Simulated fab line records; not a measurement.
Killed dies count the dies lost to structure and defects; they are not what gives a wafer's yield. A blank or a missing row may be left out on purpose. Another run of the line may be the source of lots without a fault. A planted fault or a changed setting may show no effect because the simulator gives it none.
Matching of chambers + flow gf180mcu + GF_V3_CMP_26 on cmp-01: 4 sister chambers
The step polishes, stops on SiO2, t overpolish 15.76 s, target thk 0 nm. 4 wafers are shown with their chamber, then 8 later ones without.

== WAFERS WITH THEIR CHAMBER ==
| wafer  | chamber | motor-current-A (A) |
|--------|---------|---------------------|
| L297.2 | 3       | 9.4                 |
| L305.2 | 2       | 11.6                |
| L305.6 | 0       | 11.5                |
| L304.1 | 1       | 10.4                |

== WAFERS WHOSE CHAMBER IS MISSING ==
| wafer  | motor-current-A (A) |
|--------|---------------------|
| L304.2 | 11.9                |
| L304.4 | 11.6                |
| L307.2 | 11.8                |
| L307.3 | 10.0                |
| L307.4 | 10.6                |
| L310.3 | 11.9                |
| L310.4 | 11.3                |
| L310.5 | 10.1                |

== WHICH CHAMBER EACH ONE RAN IN ==
| wafer  | from the rows above     | in truth |
|--------|-------------------------|----------|
| L304.2 | can't be placed: 2 or 0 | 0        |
| L304.4 | can't be placed: 2 or 0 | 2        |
| L307.2 | can't be placed: 2 or 0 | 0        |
| L307.3 | can't be placed: 1 or 3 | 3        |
| L307.4 | 1                       | 1        |
| L310.3 | can't be placed: 2 or 0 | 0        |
| L310.4 | can't be placed: 0 or 2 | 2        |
| L310.5 | can't be placed: 1 or 3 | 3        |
Correct placement for 1 of the 8. From these rows, 7 cannot be placed; in 7 the true chamber is one of the candidates. Placed wrongly: 0.
How it was worked out, from the rows above alone: a wafer's distance from a chamber is the root of the sum, over the readings, of the square of ((its reading less the chamber's mean) divided by the reading's scatter). If the next closest chamber is less than 2 further off than the closest, the wafer can't be placed; otherwise it belongs to the closest. A chamber's mean is the mean of its shown wafers. The scatter: with one shown wafer a chamber, the root of the mean of the squares of how far each hidden wafer lies from its nearest shown one.
